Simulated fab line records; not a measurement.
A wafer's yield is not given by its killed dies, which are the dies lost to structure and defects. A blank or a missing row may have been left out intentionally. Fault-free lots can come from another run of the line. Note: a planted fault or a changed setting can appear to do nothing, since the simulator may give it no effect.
2 desks looking at one fault || flow sky130 || each desk holds nothing but its own numbers, with what lay behind them at the end

== AT THE METROLOGY DESK ==
Means of the sampled wafers that have a number, per lot and without regard to the tool the lot ran on: this is what the gauges read. Any lot whose mean is over 4 standard deviations away from the usual mean is out of limits and marked OUT; that distance is given in the brackets.
Columns: A = CONTACT_HDPCVD_THK at SKY_CONTACT_THK_MEAS_03, usual 565 nm
{"lot": "L804", "first seen here": "day 30 04:49", "A": 562}
{"lot": "L805", "first seen here": "day 30 11:38", "A": 566}
{"lot": "L807", "first seen here": "day 31 02:29", "A": 566}
{"lot": "L808", "first seen here": "day 31 09:33", "A": 555}
{"lot": "L809", "first seen here": "day 31 23:12", "A": 563}
{"lot": "L810", "first seen here": "day 32 01:37", "A": 571}
{"lot": "L811", "first seen here": "day 32 10:28", "A": 569}
{"lot": "L820", "first seen here": "day 35 08:41", "A": 564}
{"lot": "L821", "first seen here": "day 35 18:26", "A": 564}
{"lot": "L824", "first seen here": "day 38 01:58", "A": 558}
{"lot": "L825", "first seen here": "day 38 03:34", "A": 572}
{"lot": "L826", "first seen here": "day 38 09:26", "A": 568}
This desk found nothing out of limits on any of the 12 lots.

== AT THE TOOL OWNER'S DESK: litho_track-01 ==
The tool's own readings at SKY_CONTACT_COAT_08 (resist thk 60 nm): means of the sampled wafers that have a number, for each lot that ran on this tool. Any lot whose mean is over 4 standard deviations away from the usual mean is out of limits and marked OUT; that distance is given in the brackets.
Columns: A = exhaust_pa at SKY_CONTACT_COAT_08, usual 45.0 Pa; B = spin_speed_rpm at SKY_CONTACT_COAT_08, usual 2999.6 rpm
{"lot": "L804", "first seen here": "day 30 17:46", "A": 45.6, "B": 3000.5}
{"lot": "L805", "first seen here": "day 31 01:01", "A": 44.3, "B": 2998.5}
{"lot": "L807", "first seen here": "day 31 16:13", "A": 44.1, "B": 2995.8}
{"lot": "L809", "first seen here": "day 32 12:57", "A": 46.7, "B": 2997.6}
{"lot": "L810", "first seen here": "day 32 17:07", "A": 43.4, "B": 3001.7}
{"lot": "L811", "first seen here": "day 33 00:49", "A": 45.0, "B": 2995.4}
{"lot": "L820", "first seen here": "day 35 22:07", "A": 45.3, "B": 2998.5}
{"lot": "L826", "first seen here": "day 38 22:00", "A": 44.5, "B": 2999.1}
This desk found nothing out of limits on any of the 8 lots.

== BROUGHT TOGETHER ==
From the metrology desk's view, nothing was out of limits.
Nothing out of limits was seen by the tool owner's desk.

== WHAT THE SIMULATOR HAD PUT IN ==
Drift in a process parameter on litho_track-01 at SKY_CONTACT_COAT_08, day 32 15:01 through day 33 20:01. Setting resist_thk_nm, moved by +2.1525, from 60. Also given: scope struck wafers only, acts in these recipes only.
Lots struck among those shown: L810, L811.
